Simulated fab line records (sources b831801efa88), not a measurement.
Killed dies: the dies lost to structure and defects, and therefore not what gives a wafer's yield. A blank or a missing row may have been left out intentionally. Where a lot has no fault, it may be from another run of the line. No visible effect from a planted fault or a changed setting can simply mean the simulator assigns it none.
Split-lot experiment / flow gf180mcu / route with 602 steps; 5 lots, 23 wafers read

ABOUT THE SPLIT
At GF_PASSIVATION_STRIP_12 (strips in O2/N2), the setting pressure_mtorr was moved away from the recipe's 1500 mTorr on 20 of the 23 wafers read, by -11.7% to -4.5%. All remaining wafers had this setting at the recipe value.

The reading is taken at the split's own step.

THE READING
oes_product_au, in a.u., at GF_PASSIVATION_STRIP_12 (strips in O2/N2). Fault-free wafers of this fab line usually give 0.719 a.u., standard deviation 0.0045 a.u.

wafer=L076.1; tool, chamber at the split=plasma_asher-03, 0; pressure_mtorr as run, mTorr=1400; against the recipe=-6.7%; oes_product_au, a.u.=0.710; against lot-mates on the recipe=no lot-mate on the recipe
wafer=L076.3; tool, chamber at the split=plasma_asher-03, 1; pressure_mtorr as run, mTorr=1400; against the recipe=-6.7%; oes_product_au, a.u.=0.705; against lot-mates on the recipe=no lot-mate on the recipe
wafer=L076.4; tool, chamber at the split=plasma_asher-03, 0; pressure_mtorr as run, mTorr=1400; against the recipe=-6.7%; oes_product_au, a.u.=0.699; against lot-mates on the recipe=no lot-mate on the recipe
wafer=L076.5; tool, chamber at the split=plasma_asher-03, 0; pressure_mtorr as run, mTorr=1400; against the recipe=-6.7%; oes_product_au, a.u.=0.709; against lot-mates on the recipe=no lot-mate on the recipe
wafer=L076.6; tool, chamber at the split=plasma_asher-03, 1; pressure_mtorr as run, mTorr=1400; against the recipe=-6.7%; oes_product_au, a.u.=0.715; against lot-mates on the recipe=no lot-mate on the recipe
wafer=L077.1; tool, chamber at the split=plasma_asher-02, 0; pressure_mtorr as run, mTorr=1433; against the recipe=-4.5%; oes_product_au, a.u.=0.717; against lot-mates on the recipe=no lot-mate on the recipe
wafer=L077.3; tool, chamber at the split=plasma_asher-02, 0; pressure_mtorr as run, mTorr=1433; against the recipe=-4.5%; oes_product_au, a.u.=0.709; against lot-mates on the recipe=no lot-mate on the recipe
wafer=L077.4; tool, chamber at the split=plasma_asher-02, 1; pressure_mtorr as run, mTorr=1433; against the recipe=-4.5%; oes_product_au, a.u.=0.717; against lot-mates on the recipe=no lot-mate on the recipe
wafer=L077.5; tool, chamber at the split=plasma_asher-02, 0; pressure_mtorr as run, mTorr=1433; against the recipe=-4.5%; oes_product_au, a.u.=0.707; against lot-mates on the recipe=no lot-mate on the recipe
wafer=L077.6; tool, chamber at the split=plasma_asher-02, 1; pressure_mtorr as run, mTorr=1433; against the recipe=-4.5%; oes_product_au, a.u.=0.713; against lot-mates on the recipe=no lot-mate on the recipe
wafer=L079.1; tool, chamber at the split=plasma_asher-03, 0; pressure_mtorr as run, mTorr=1324; against the recipe=-11.7%; oes_product_au, a.u.=0.705; against lot-mates on the recipe=no lot-mate on the recipe
wafer=L079.2; tool, chamber at the split=plasma_asher-03, 1; pressure_mtorr as run, mTorr=1324; against the recipe=-11.7%; oes_product_au, a.u.=0.697; against lot-mates on the recipe=no lot-mate on the recipe
wafer=L079.3; tool, chamber at the split=plasma_asher-03, 0; pressure_mtorr as run, mTorr=1324; against the recipe=-11.7%; oes_product_au, a.u.=0.692; against lot-mates on the recipe=no lot-mate on the recipe
wafer=L079.4; tool, chamber at the split=plasma_asher-03, 1; pressure_mtorr as run, mTorr=1324; against the recipe=-11.7%; oes_product_au, a.u.=0.704; against lot-mates on the recipe=no lot-mate on the recipe
wafer=L079.5; tool, chamber at the split=plasma_asher-03, 0; pressure_mtorr as run, mTorr=1324; against the recipe=-11.7%; oes_product_au, a.u.=0.696; against lot-mates on the recipe=no lot-mate on the recipe
wafer=L080.1; tool, chamber at the split=plasma_asher-02, 1; pressure_mtorr as run, mTorr=1375; against the recipe=-8.3%; oes_product_au, a.u.=0.707; against lot-mates on the recipe=no lot-mate on the recipe
wafer=L080.2; tool, chamber at the split=plasma_asher-02, 0; pressure_mtorr as run, mTorr=1375; against the recipe=-8.3%; oes_product_au, a.u.=0.708; against lot-mates on the recipe=no lot-mate on the recipe
wafer=L080.4; tool, chamber at the split=plasma_asher-02, 0; pressure_mtorr as run, mTorr=1375; against the recipe=-8.3%; oes_product_au, a.u.=0.707; against lot-mates on the recipe=no lot-mate on the recipe
wafer=L080.5; tool, chamber at the split=plasma_asher-02, 1; pressure_mtorr as run, mTorr=1375; against the recipe=-8.3%; oes_product_au, a.u.=0.699; against lot-mates on the recipe=no lot-mate on the recipe
wafer=L080.6; tool, chamber at the split=plasma_asher-02, 0; pressure_mtorr as run, mTorr=1375; against the recipe=-8.3%; oes_product_au, a.u.=0.703; against lot-mates on the recipe=no lot-mate on the recipe
wafer=L082.2; tool, chamber at the split=plasma_asher-03, 1; pressure_mtorr as run, mTorr=1500; against the recipe=recipe; oes_product_au, a.u.=0.721; against lot-mates on the recipe=-
wafer=L082.5; tool, chamber at the split=plasma_asher-03, 1; pressure_mtorr as run, mTorr=1500; against the recipe=recipe; oes_product_au, a.u.=0.723; against lot-mates on the recipe=-
wafer=L082.6; tool, chamber at the split=plasma_asher-03, 0; pressure_mtorr as run, mTorr=1500; against the recipe=recipe; oes_product_au, a.u.=0.721; against lot-mates on the recipe=-

THE FIT
A straight line over all 23 wafers: oes_product_au changes by +0.00195 a.u. for each +1% of pressure_mtorr; r = +0.86; the points scatter about the line by 0.0044 a.u.
Too few moved wafers have a lot-mate on the recipe to fit a line with each lot's own level taken away.
Tool readings at the split's step, against how far the setting was moved: oes_product_au r = +0.86; strip_time_to_endpoint_s r = -0.94.

THE WHOLE CHAIN: every reading that the file lists as answering this split, in the file's order
step=GF_PASSIVATION_STRIP_12; what it does=strips in O2/N2; reading=oes_product_au; change (the file's fit)=+0.00197 a.u. for each +1% of the setting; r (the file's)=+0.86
step=GF_PASSIVATION_STRIP_12; what it does=strips in O2/N2; reading=strip_time_to_endpoint_s; change (the file's fit)=withheld for each +1% of the setting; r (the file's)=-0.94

FILE'S OWN FIT
oes_product_au changes by +0.00197 a.u. for each +1% of pressure_mtorr, r = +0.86.
